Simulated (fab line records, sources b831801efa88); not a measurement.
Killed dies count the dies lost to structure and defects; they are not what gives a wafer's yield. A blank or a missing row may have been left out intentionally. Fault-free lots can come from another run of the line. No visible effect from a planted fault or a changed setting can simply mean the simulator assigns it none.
Split-lot experiment	flow sky130	5 lots, 23 wafers read, on a route of 708 steps

## ABOUT THE SPLIT
At SKY_METAL4_METAL_ETCH_18 (etches the open film in Cl2/BCl3, stops on SiO2, target depth 845 nm, time 183.1 s), the setting icp_w was moved away from the recipe's 900 W on 8 of the 23 wafers read, by -8.0% to +7.6%. The other wafers ran this setting at the recipe's value.

The reading comes from the split's own step.

## THE READING
KrF-thick_of_METAL4_COAT_08.thk_nm (the simulator's own value, which no gauge read), in nm, at SKY_METAL4_METAL_ETCH_18 (etches the open film in Cl2/BCl3, stops on SiO2, target depth 845 nm, time 183.1 s). The file does not state a usual value for it. Here, 15 wafers ran the recipe; their average is 517.9 nm with a standard deviation of 5.6 nm.

wafer	tool, chamber at the split	icp_w as run, W	against the recipe	KrF-thick_of_METAL4_COAT_08.thk_nm, nm	against lot-mates on the recipe
L076.1	rie_metal-01, 0	900	recipe	526.2	-
L076.2	rie_metal-01, 1	968.7	+7.6%	485.5	-32.0
L076.3	rie_metal-01, 0	968.7	+7.6%	484.4	-33.1
L076.5	rie_metal-01, 0	900	recipe	511.6	-
L076.6	rie_metal-01, 1	900	recipe	514.8	-
L080.1	rie_metal-01, 1	828.3	-8.0%	557.6	+37.0
L080.3	rie_metal-01, 0	828.3	-8.0%	555.7	+35.1
L080.4	rie_metal-01, 1	828.3	-8.0%	550.1	+29.5
L080.5	rie_metal-01, 1	900	recipe	519.9	-
L080.6	rie_metal-01, 0	900	recipe	521.3	-
L082.1	rie_metal-03, 0	900	recipe	527.5	-
L082.2	rie_metal-03, 1	900	recipe	511.7	-
L082.3	rie_metal-03, 1	900	recipe	522.8	-
L082.5	rie_metal-03, 0	900	recipe	523.7	-
L082.6	rie_metal-03, 1	900	recipe	516	-
L083.4	rie_metal-03, 1	900	recipe	510.1	-
L083.5	rie_metal-03, 0	900	recipe	521.6	-
L083.6	rie_metal-03, 1	900	recipe	515	-
L085.2	rie_metal-01, 1	900	recipe	514.9	-
L085.3	rie_metal-01, 1	900	recipe	511.2	-
L085.4	rie_metal-01, 0	841.2	-6.5%	543	+30.0
L085.5	rie_metal-01, 1	841.2	-6.5%	548	+35.0
L085.6	rie_metal-01, 0	841.2	-6.5%	541.9	+28.9

FIT RESULTS
A straight line over all 23 wafers: KrF-thick_of_METAL4_COAT_08.thk_nm changes by -4.36 nm for each +1% of icp_w; r = -0.97; the points scatter about the line by 5.1 nm.
The same after taking each lot's own level away (the mean of its wafers on the recipe; 23 wafers): -4.4 nm for each +1%; r = -0.97; scatter 4.5 nm.
According to that fit, moving icp_w by its largest amount changes the reading by 35 nm.
From 513.05 to 520.60 nm: that is the span of the lots' own levels, equal to 1.4 times the standard deviation above.
The two slopes are in agreement: the lot-to-lot level therefore moves the slope only a little.
Check: with one of the wafers moved furthest among these (-8.0%) left out of the fit, the line predicts +35 nm for it against its lot-mates. It came out at +37 nm against them.

## FURTHER SPLITS ON THESE WAFERS
Other splits were also applied to these wafers ahead of the reading. Each is held against what the fit with the lots' levels taken away leaves over:
other split on the same wafers	wafers away from the commonest value	r with KrF-thick_of_METAL4_COAT_08.thk_nm (lot level and that fit taken away)
SKY_CAP2M_SPUTTER_02 power_w	11	+0.16

## THE WHOLE CHAIN: every reading that the file lists as answering this split, in the file's order
step	what it does	reading	change (the file's fit)	r (the file's)
SKY_METAL4_METAL_ETCH_18	etches the open film in Cl2/BCl3, stops on SiO2, target depth 845 nm, time 183.1 s	KrF-thick_of_METAL4_COAT_08.thk_nm (the simulator's own value, which no gauge read)	-4.4 nm for each +1% of the setting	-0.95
SKY_METAL4_STRIP_19	strips in O2/N2	strip_time_to_endpoint_s	withheld for each +1% of the setting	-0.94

## FILE'S OWN FIT
KrF-thick_of_METAL4_COAT_08.thk_nm changes by -4.4 nm for each +1% of icp_w, r = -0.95.
